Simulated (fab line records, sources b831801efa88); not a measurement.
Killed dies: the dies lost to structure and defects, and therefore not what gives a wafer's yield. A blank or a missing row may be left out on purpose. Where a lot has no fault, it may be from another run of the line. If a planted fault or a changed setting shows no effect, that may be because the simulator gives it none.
fab line records + flow sky130
record
- lots=13
- wafers=39
- last_day=50
route steps=708 shown SD_P@324 SD_N@350 LOCAL_INTERCONNECT@398 CONTACT@406
lots that met no fault: taken from a fault-free run of the same line
start_h: start of the lot's first displayed wafer, in hours after the record's first day + wait_h: hours since the lot's step before + " identical to the entry in the row above + L1.1+2: a row that stands for several wafers + - no value, or no start was given + * or withheld: withheld + < > ~ a bound
route shown NAME@n: names a module that has steps shown in the file, with the first one's number in the route + usual: mean/standard deviation taken from wafers without a fault + same: alike in all rows + chamber/n: place in a boat + sites: readings site by site + _std_site: standard deviation of those values + _edge_site: mean of outer sites minus mean of inner sites + radius_mm: for every site, how far away it sits from the centre of the wafer + mask NAME#n: copy n + behind: the tool/chamber that last shaped the wafer + hold: what put the lot on hold/how long, in hours/how the hold closed + device: names the non-switching transistor (n, p or np) + end of line: tests of these same wafers at the route's end + step lacking rows: just its recipe + killed: not the wafer's yield, but the dies lost to structure and defects at the first sort + map: dies across one wafer; x = killed, . = not, _ = none there
set.NAME: the setting the step ran with; set.NAME@STEP: the setting that earlier step ran with + model.NAME: the simulator's own value behind a step, which no gauge read
a sample of lots followed through the steps of the route, with each step as a table and each wafer as a row
services: when a tool's chamber went out of use (start_h, in hours from the record's first day, below 0 if earlier), for how many hours, and the reason
## steps
# step SKY_SD_P_EXPOSE_04
# recipe
- mask_id=PSDM
- na=0.6
- source_shape=conventional
- sigma_outer=0.6
- polarization=unpolarized
- target_cd_nm=380
- dose_mj=138
| lot.wafer  | tool             | chamber | start_h | wait_h | mask      |
|------------|------------------|---------|---------|--------|-----------|
| L774.3+4+5 | iline_stepper-02 | 0       | 566.64  | -      | PSDM#0    |
| L780.2+3+6 | iline_stepper-02 | 0       | 626.67  | -      | PSDM#0    |
| L784.1+5+6 | iline_stepper-01 | 0       | 668.76  | -      | PSDM_R1#0 |
| L785.1+5+6 | iline_stepper-01 | 0       | 671.59  | -      | PSDM#0    |
| L786.1+2+5 | iline_stepper-01 | 0       | 677.38  | -      | PSDM#0    |
| L788.1+2+4 | iline_stepper-01 | 0       | 692.51  | -      | PSDM#0    |
| L789.2+4+5 | iline_stepper-01 | 0       | 701.62  | -      | PSDM#0    |
| L790.1+4+6 | iline_stepper-01 | 0       | 710.00  | -      | PSDM#0    |
| L792.1+5+6 | iline_stepper-02 | 0       | 713.18  | -      | PSDM#0    |
| L793.1+2+5 | iline_stepper-02 | 0       | 729.16  | -      | PSDM#0    |
| L795.2+3+5 | iline_stepper-01 | 0       | 740.52  | -      | PSDM#0    |
| L796.2+3+5 | iline_stepper-02 | 0       | 752.23  | -      | PSDM#0    |
| L797.1+5+6 | iline_stepper-01 | 0       | 761.58  | -      | PSDM#0    |
# step SKY_SD_P_CD_MEAS_07
# recipe
- target_cd_nm=380
# usual
- cd_nm=381.0/2.4
| lot.wafer | tool      | chamber | start_h | wait_h | cd_nm |
|-----------|-----------|---------|---------|--------|-------|
| L774.3    | cd_sem-02 | -       | 580.70  | 0.1    | 383.4 |
| L774.4    | "         | -       | "       | "      | 383.8 |
| L774.5    | "         | -       | "       | "      | 381.9 |
| L780.2    | cd_sem-02 | -       | 640.72  | 0.1    | 384.0 |
| L780.3    | "         | -       | "       | "      | 383.2 |
| L780.6    | "         | -       | "       | "      | 383.4 |
| L784.1    | cd_sem-02 | -       | 682.28  | 0.1    | 305.9 |
| L784.5    | "         | -       | "       | "      | 303.8 |
| L784.6    | "         | -       | "       | "      | 305.3 |
| L785.1    | cd_sem-01 | -       | 685.35  | 0.1    | 379.5 |
| L785.5    | "         | -       | "       | "      | 379.4 |
| L785.6    | "         | -       | "       | "      | 381.5 |
| L786.1    | cd_sem-02 | -       | 690.68  | 0.1    | 383.1 |
| L786.2    | "         | -       | "       | "      | 380.2 |
| L786.5    | "         | -       | "       | "      | 381.1 |
| L788.1    | cd_sem-02 | -       | 706.31  | 0.1    | 378.2 |
| L788.2    | "         | -       | "       | "      | 378.3 |
| L788.4    | "         | -       | "       | "      | 379.3 |
| L789.2    | cd_sem-01 | -       | 714.70  | 0.1    | 378.2 |
| L789.4    | "         | -       | "       | "      | 377.9 |
| L789.5    | "         | -       | "       | "      | 381.0 |
| L790.1    | cd_sem-02 | -       | 723.10  | 0.1    | 375.3 |
| L790.4    | "         | -       | "       | "      | 378.7 |
| L790.6    | "         | -       | "       | "      | 377.6 |
| L792.1    | cd_sem-02 | -       | 726.90  | 0.1    | 381.8 |
| L792.5    | "         | -       | "       | "      | 382.3 |
| L792.6    | "         | -       | "       | "      | 382.3 |
| L793.1    | cd_sem-01 | -       | 741.86  | 0.1    | 382.3 |
| L793.2    | "         | -       | "       | "      | 385.2 |
| L793.5    | "         | -       | "       | "      | 381.9 |
| L795.2    | cd_sem-01 | -       | 753.62  | 0.1    | 379.3 |
| L795.3    | "         | -       | "       | "      | 375.9 |
| L795.5    | "         | -       | "       | "      | 376.0 |
| L796.2    | cd_sem-02 | -       | 765.07  | 0.2    | 382.4 |
| L796.3    | "         | -       | "       | "      | 383.3 |
| L796.5    | "         | -       | "       | "      | 381.1 |
| L797.1    | cd_sem-02 | -       | 774.25  | 0.1    | 376.7 |
| L797.5    | "         | -       | "       | "      | 376.8 |
| L797.6    | "         | -       | "       | "      | 375.8 |
# step SKY_SD_N_OVL_MEAS_08
# usual
- SD_N_OVL=1.1/1.4
| lot.wafer | tool       | chamber | start_h | wait_h | SD_N_OVL[nm] |
|-----------|------------|---------|---------|--------|--------------|
| L774.3    | overlay-02 | -       | 638.65  | 0.1    | 0.5          |
| L774.4    | "          | -       | "       | "      | -1.5         |
| L774.5    | "          | -       | "       | "      | -1.9         |
| L780.2    | overlay-01 | -       | 697.18  | 0.1    | 2.2          |
| L780.3    | "          | -       | "       | "      | 2.1          |
| L780.6    | "          | -       | "       | "      | 2.1          |
| L784.1    | overlay-02 | -       | 737.17  | 0.1    | 0.4          |
| L784.5    | "          | -       | "       | "      | 0.4          |
| L784.6    | "          | -       | "       | "      | 1.4          |
| L785.1    | overlay-02 | -       | 740.18  | 0.1    | 1.1          |
| L785.5    | "          | -       | "       | "      | 0.8          |
| L785.6    | "          | -       | "       | "      | 2.0          |
| L786.1    | overlay-02 | -       | 745.32  | 0.1    | -0.2         |
| L786.2    | "          | -       | "       | "      | 1.7          |
| L786.5    | "          | -       | "       | "      | -0.6         |
| L788.1    | overlay-02 | -       | 760.69  | 0.1    | 1.0          |
| L788.2    | "          | -       | "       | "      | 1.9          |
| L788.4    | "          | -       | "       | "      | 0.5          |
| L789.2    | overlay-01 | -       | 768.74  | 0.1    | 2.9          |
| L789.4    | "          | -       | "       | "      | 2.9          |
| L789.5    | "          | -       | "       | "      | 3.4          |
| L790.1    | overlay-01 | -       | 776.57  | 0.1    | 1.9          |
| L790.4    | "          | -       | "       | "      | 5.5          |
| L790.6    | "          | -       | "       | "      | 3.0          |
| L792.1    | overlay-02 | -       | 780.54  | 0.1    | 2.5          |
| L792.5    | "          | -       | "       | "      | -0.4         |
| L792.6    | "          | -       | "       | "      | 0.4          |
| L793.1    | overlay-02 | -       | 794.94  | 0.1    | 2.3          |
| L793.2    | "          | -       | "       | "      | 1.2          |
| L793.5    | "          | -       | "       | "      | -0.4         |
| L795.2    | overlay-01 | -       | 806.58  | 0.1    | 2.0          |
| L795.3    | "          | -       | "       | "      | -0.4         |
| L795.5    | "          | -       | "       | "      | 2.2          |
| L796.2    | overlay-01 | -       | 818.69  | 0.1    | 3.2          |
| L796.3    | "          | -       | "       | "      | 3.2          |
| L796.5    | "          | -       | "       | "      | 1.2          |
| L797.1    | overlay-01 | -       | 827.88  | 0.1    | -0.2         |
| L797.5    | "          | -       | "       | "      | 1.9          |
| L797.6    | "          | -       | "       | "      | 2.3          |
# step SKY_LOCAL_INTERCONNECT_CD_MEAS_11
# recipe
- target_cd_nm=170
# usual
- cd_nm=169.8/1.5
| lot.wafer | tool      | chamber | start_h | wait_h | cd_nm |
|-----------|-----------|---------|---------|--------|-------|
| L774.3    | cd_sem-02 | -       | 699.35  | -      | 170.0 |
| L774.4    | "         | -       | "       | "      | 170.3 |
| L774.5    | "         | -       | "       | "      | 170.9 |
| L780.2    | cd_sem-02 | -       | 754.62  | -      | 169.1 |
| L780.3    | "         | -       | "       | "      | 170.6 |
| L780.6    | "         | -       | "       | "      | 169.0 |
| L784.1    | cd_sem-02 | -       | 793.18  | -      | 168.0 |
| L784.5    | "         | -       | "       | "      | 167.4 |
| L784.6    | "         | -       | "       | "      | 167.3 |
| L785.1    | cd_sem-01 | -       | 796.35  | -      | 169.6 |
| L785.5    | "         | -       | "       | "      | 170.8 |
| L785.6    | "         | -       | "       | "      | 171.6 |
| L786.1    | cd_sem-02 | -       | 800.86  | -      | 171.0 |
| L786.2    | "         | -       | "       | "      | 170.4 |
| L786.5    | "         | -       | "       | "      | 170.8 |
| L788.1    | cd_sem-02 | -       | 815.98  | -      | 170.8 |
| L788.2    | "         | -       | "       | "      | 172.2 |
| L788.4    | "         | -       | "       | "      | 169.9 |
| L789.2    | cd_sem-01 | -       | 825.08  | -      | 174.3 |
| L789.4    | "         | -       | "       | "      | 171.6 |
| L789.5    | "         | -       | "       | "      | 171.1 |
| L790.1    | cd_sem-01 | -       | 833.48  | -      | 170.6 |
| L790.4    | "         | -       | "       | "      | 170.3 |
| L790.6    | "         | -       | "       | "      | 171.7 |
| L792.1    | cd_sem-02 | -       | 836.75  | -      | 169.8 |
| L792.5    | "         | -       | "       | "      | 170.3 |
| L792.6    | "         | -       | "       | "      | 169.7 |
| L793.1    | cd_sem-01 | -       | 852.28  | -      | 172.9 |
| L793.2    | "         | -       | "       | "      | 172.6 |
| L793.5    | "         | -       | "       | "      | 173.5 |
| L795.2    | cd_sem-01 | -       | 863.72  | -      | 168.6 |
| L795.3    | "         | -       | "       | "      | 168.6 |
| L795.5    | "         | -       | "       | "      | 168.2 |
| L796.2    | cd_sem-01 | -       | 874.80  | -      | 170.6 |
| L796.3    | "         | -       | "       | "      | 169.3 |
| L796.5    | "         | -       | "       | "      | 168.3 |
| L797.1    | cd_sem-02 | -       | 882.81  | -      | 169.4 |
| L797.5    | "         | -       | "       | "      | 169.7 |
| L797.6    | "         | -       | "       | "      | 170.1 |
# step SKY_CONTACT_CVD_00
# recipe
- material=Si3N4
- target_thk_nm=75
- temp_c=400
- time_s=withheld
- rf_w=450
# usual
- heater_power_w=714/95
| lot.wafer | tool     | chamber | start_h | wait_h | heater_power_w |
|-----------|----------|---------|---------|--------|----------------|
| L774.3    | pecvd-01 | 2       | 700.18  | 0.0    | 749            |
| L774.4    | "        | 0       | "       | "      | 820            |
| L774.5    | "        | 1       | "       | "      | 816            |
| L780.2    | pecvd-04 | 1       | 755.47  | 0.0    | 552            |
| L780.3    | "        | 2       | "       | "      | 811            |
| L780.6    | "        | 1       | "       | "      | 583            |
| L784.1    | pecvd-01 | 2       | 794.11  | 0.0    | 730            |
| L784.5    | "        | 2       | "       | "      | 732            |
| L784.6    | "        | 1       | "       | "      | 750            |
| L785.1    | pecvd-03 | 1       | 797.22  | 0.0    | 746            |
| L785.5    | "        | 1       | "       | "      | 753            |
| L785.6    | "        | 0       | "       | "      | 644            |
| L786.1    | pecvd-01 | 1       | 801.73  | 0.0    | 833            |
| L786.2    | "        | 0       | "       | "      | 774            |
| L786.5    | "        | 1       | "       | "      | 865            |
| L788.1    | pecvd-03 | 1       | 816.88  | 0.0    | 878            |
| L788.2    | "        | 0       | "       | "      | 650            |
| L788.4    | "        | 2       | "       | "      | 738            |
| L789.2    | pecvd-01 | 1       | 825.93  | 0.0    | 804            |
| L789.4    | "        | 0       | "       | "      | 800            |
| L789.5    | "        | 2       | "       | "      | 725            |
| L790.1    | pecvd-04 | 2       | 834.43  | 0.0    | 776            |
| L790.4    | "        | 1       | "       | "      | 632            |
| L790.6    | "        | 0       | "       | "      | 600            |
| L792.1    | pecvd-03 | 0       | 837.66  | 0.0    | 600            |
| L792.5    | "        | 2       | "       | "      | 729            |
| L792.6    | "        | 0       | "       | "      | 612            |
| L793.1    | pecvd-04 | 0       | 853.15  | 0.0    | 615            |
| L793.2    | "        | 2       | "       | "      | 807            |
| L793.5    | "        | 1       | "       | "      | 542            |
| L795.2    | pecvd-01 | 1       | 864.58  | 0.0    | 811            |
| L795.3    | "        | 0       | "       | "      | 780            |
| L795.5    | "        | 2       | "       | "      | 690            |
| L796.2    | pecvd-04 | 0       | 875.75  | 0.0    | 611            |
| L796.3    | "        | 2       | "       | "      | 654            |
| L796.5    | "        | 1       | "       | "      | 568            |
| L797.1    | pecvd-03 | 2       | 883.79  | 0.0    | 757            |
| L797.5    | "        | 1       | "       | "      | 801            |
| L797.6    | "        | 0       | "       | "      | 611            |
## services
| tool             | chamber | start_h | hours | kind                    |
|------------------|---------|---------|-------|-------------------------|
| pecvd-04         | -       | 550.76  | 0.3   | repair                  |
| pecvd-04         | 2       | 553.72  | 10.0  | repair                  |
| iline_stepper-01 | -       | 569.67  | 1.7   | pm                      |
| pecvd-03         | 0       | 589.29  | 7.0   | repair                  |
| iline_stepper-02 | 0       | 602.93  | -     | calibration             |
| pecvd-03         | -       | 620.22  | 1.5   | repair                  |
| iline_stepper-02 | -       | 647.28  | 2.1   | pm                      |
| iline_stepper-01 | -       | 718.44  | 2.5   | repair                  |
| pecvd-04         | 0       | 720.33  | 12.8  | repair                  |
| iline_stepper-02 | -       | 723.69  | 1.7   | pm                      |
| iline_stepper-01 | 0       | 724.04  | -     | calibration             |
| pecvd-04         | -       | 737.99  | 2.8   | pm                      |
| iline_stepper-01 | -       | 740.88  | 12.4  | repair                  |
| iline_stepper-01 | -       | 762.16  | 4.4   | pm                      |
| iline_stepper-01 | -       | 768.03  | 6.0   | repair                  |
| iline_stepper-01 | -       | 781.11  | 1.1   | repair                  |
| iline_stepper-01 | -       | 787.85  | 1.7   | pm                      |
| pecvd-03         | -       | 798.25  | 0.6   | repair                  |
| pecvd-04         | 1       | 813.76  | 13.0  | repair                  |
| pecvd-01         | -       | 820.06  | 5.5   | pm                      |
| pecvd-04         | -       | 837.23  | 1.9   | repair                  |
| iline_stepper-01 | -       | 840.32  | 2.3   | repair                  |
| iline_stepper-01 | -       | 865.64  | 2.1   | pm                      |
| iline_stepper-01 | -       | 867.72  | -     | consumable_replace:lamp |
## key
first_sign
- step=SKY_SD_P_EXPOSE_04
- reading=mask
- direction=changed
effect
- step=SKY_SD_P_CD_MEAS_07
- reading=cd_nm
- direction=down
- sigmas=31
- usual=381.0
- struck=305.0
met_at SKY_SD_P_EXPOSE_04
struck_lots L784
tester_left_out L784
not_acting_at SKY_SD_N_OVL_MEAS_08,SKY_LOCAL_INTERCONNECT_CD_MEAS_11,SKY_CONTACT_CVD_00
fault
- kind=wrong_mask
- tool=any
- chamber=-
- onset_h=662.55
- steps=SKY_SD_P_EXPOSE_04
- aux_copy=PSDM_R1#0
- cd_offset_nm=-76
- scope=struck_lots_only
# tester_left_out: of these lots the tester's yield and bins aren't shown, on N5 and GAA mostly nor the transistor test; their killed dies are dies lost to structure and defects alone, not to doping, threshold or leakage, so they don't give the yield
